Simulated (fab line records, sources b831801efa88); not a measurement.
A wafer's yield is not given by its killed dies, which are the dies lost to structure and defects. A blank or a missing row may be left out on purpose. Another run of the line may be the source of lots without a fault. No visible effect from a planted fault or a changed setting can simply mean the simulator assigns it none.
Problem report, 8D (eight disciplines) form, completed by code || flow sfqLine || the parts of the form that need people (team, actions taken, sign-off) are left out

1. WHAT IS WRONG
Mean of platenRpm at SFQ_TRILAYER_A5B_CMP_CMP_130: 54.00 rpm across 5 wafers in 2 lots; on wafers with no fault it is 60.00 rpm (standard deviation 0.046). So: -99 or more standard deviations from the usual mean.
The step: polishes, stops on Nb, target thk 340.7 nm.
The first sign was on wafer L626.2 at day 61 10:21, on cmp-01. The record has a number at this step for 41 wafers belonging to 14 lots. Rule for "out", or "out of limits": more than 4 standard deviations from the usual mean. The rest of the wafers with a number are treated as sound.

2. WHAT IT IS AND WHAT IT IS NOT
{"question": "which readings at this step", "is": "platenRpm", "is not": "motorCurrentA"}
{"question": "which lots", "is": "L626, L628", "is not": "L612, L613, L614, L615, L616, L618, L619, L620, L621, L622, L623, L635"}
{"question": "which wafers of those lots", "is": "all that have a number", "is not": "-"}
{"question": "read on which tools", "is": "cmp-01", "is not": "cmp-02"}
{"question": "when", "is": "from day 61 10:21", "is not": "up to then (33 sound wafers); but 3 sound wafers of L635 came after"}

3. THE SUSPECTS, EACH WITH WHAT RULES IT OUT
Counting: any tool at a process step up to the reading is kept as a suspect provided that every lot that is out went through it and no sound lot did after the first of them.
- cmp-01 at SFQ_TRILAYER_A5B_CMP_CMP_130 (polishes, stops on Nb, target thk 340.7 nm): kept. All lots that are out passed through it, beginning with L626 at day 61 10:21, and no sound lot followed; its final sound lot before that point was L623 at day 61 00:38. Its own platenRpm readings are out on those wafers.
Remaining after the count: cmp-01 at SFQ_TRILAYER_A5B_CMP_CMP_130.

4. THE CAUSE (what the simulator had put in)
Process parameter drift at SFQ_TRILAYER_A5B_CMP_CMP_130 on cmp-01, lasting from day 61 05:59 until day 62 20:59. Setting platenRpm, moved by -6, from 60. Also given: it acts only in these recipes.
After counting, this tool was the only one left.

5. SEQUENCE OF EFFECTS, ordered by route
Each row: a reading where the mean over the struck wafers with a number is more than 3 standard deviations away from the usual. Only readings whose record carries a usual standard deviation are examined. hours: median over the lots of the time between each lot's start at the first step of this table that gives one and its start at this step. sigmas: the change, counted in usual standard deviations.
{"hours": 0, "step": "SFQ_TRILAYER_A5B_CMP_CMP_130", "reading": "platenRpm", "usual": "60.00 rpm", "on struck wafers": 54.00, "change": -6.00, "sigmas": "-99 or more"}
Process steps it contains:
- SFQ_TRILAYER_A5B_CMP_CMP_130: polishes, stops on Nb, target thk 340.7 nm.

6. WHAT WOULD HAVE CAUGHT IT SOONER
First out-of-limits reading in this record: day 61 10:21, which is 4 hours after fault onset at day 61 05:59.
